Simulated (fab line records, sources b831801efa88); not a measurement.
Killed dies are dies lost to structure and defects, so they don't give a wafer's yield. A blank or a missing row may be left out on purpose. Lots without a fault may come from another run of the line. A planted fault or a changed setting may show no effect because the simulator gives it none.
Problem report in the 8D (eight disciplines) form, filled by code | flow gf180mcu | the parts of the form that need people (team, actions taken, sign-off) are left out

1. THE PROBLEM
V4_W_RS at GF_V4_RS_MEAS_24 reads a mean of 0.310 ohm/sq on 6 wafers of 2 lots; wafers without a fault read 0.331 ohm/sq with a standard deviation of 0.0037. That is -5.5 standard deviations from the usual mean.
The step: measures by four-point-probe.
First seen on wafer L780.1, day 30 00:11, on film_metro-01. The record holds 39 wafers of 13 lots with a number at this step. Rule for "out", or "out of limits": more than 4 standard deviations from the usual mean. The other wafers with a number count as sound.

2. WHAT IT IS AND WHAT IT IS NOT
question                    | is                           | is not
which readings at this step | V4_W_RS                      | -
which lots                  | L780, L782                   | L765, L767, L768, L769, L770, L774, L776, L781, L783, L784, L785
which wafers of those lots  | all that have a number       | -
read on which gauges        | film_metro-01, film_metro-03 | film_metro-02
when                        | from day 30 00:11            | up to then (24 sound wafers); but 9 sound wafers of L783, L784, L785 came after

3. SUSPECTS, AND WHAT RULES EACH OUT
Counting: a tool at a process step up to the reading stays a suspect if it ran every lot that is out and no sound lot after the first of them.
- the gauge at GF_V4_RS_MEAS_24: ruled out. The wafers that are out were read on 2 gauges (film_metro-01, film_metro-03).
- cvd_w-02 at GF_V4_CVD_23 (deposits W, target thk 350 nm, time 104.9 s): kept. It ran every lot that is out, first L780 (day 29 23:58), and no sound lot after that; its last sound lot up to then is L776 (day 28 20:58). Its own readings are out on those wafers: chamber_pressure_Torr.
Left after counting: cvd_w-02 at GF_V4_CVD_23.

4. THE CAUSE (what the simulator had put in)
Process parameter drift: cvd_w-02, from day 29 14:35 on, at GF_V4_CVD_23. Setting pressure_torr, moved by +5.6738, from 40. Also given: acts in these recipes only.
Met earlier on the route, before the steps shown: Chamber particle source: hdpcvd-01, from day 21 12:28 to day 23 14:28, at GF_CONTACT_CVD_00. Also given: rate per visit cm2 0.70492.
Counting left only this tool.

5. THE CHAIN OF EFFECTS, in route order
Each row: a reading whose mean over the struck wafers that have a number lies more than 3 standard deviations from the usual. Only readings for which the record gives a usual standard deviation are gone through. hours: the time from each lot's start at the first step in this table that gives one to its start at this step, as a median over the lots. sigmas: the change in usual standard deviations.
hours | step                    | reading               | usual        | on struck wafers | change | sigmas
0     | GF_V4_CVD_23            | chamber_pressure_Torr | 40.02 Torr   | 45.59            | +5.57  | +66
0     | GF_V4_RS_MEAS_24        | V4_W_RS               | 0.331 ohm/sq | 0.310            | -0.021 | -5.5
0     | GF_V4_THK_MEAS_25       | V4_W_THK              | 351 nm       | 377              | +26    | +4.5
97    | GF_PASSIVATION_PROBE_99 | killed_at_contacts    | 5.6          | 52.5             | +46.9  | +20
97    | GF_PASSIVATION_PROBE_99 | killed_dies           | 46           | 89               | +43    | +6.1
The process steps in it:
- GF_V4_CVD_23: deposits W, target thk 350 nm, time 104.9 s.
- GF_PASSIVATION_PROBE_99

6. WHAT WOULD HAVE CAUGHT IT SOONER
In this record the first reading out of limits at a measuring or inspecting step was taken at day 30 00:11, 10 hours after the fault began at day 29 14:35.
The tool's own readings at GF_V4_CVD_23 were out on every struck wafer that the step has a row for (chamber_pressure_Torr): an alarm limit on them would have fired on the first of those.
Of the lots that are out (2), L782 began GF_V4_CVD_23 on cvd_w-02 after day 30 00:11. A hold on the tool at that time would have spared it.
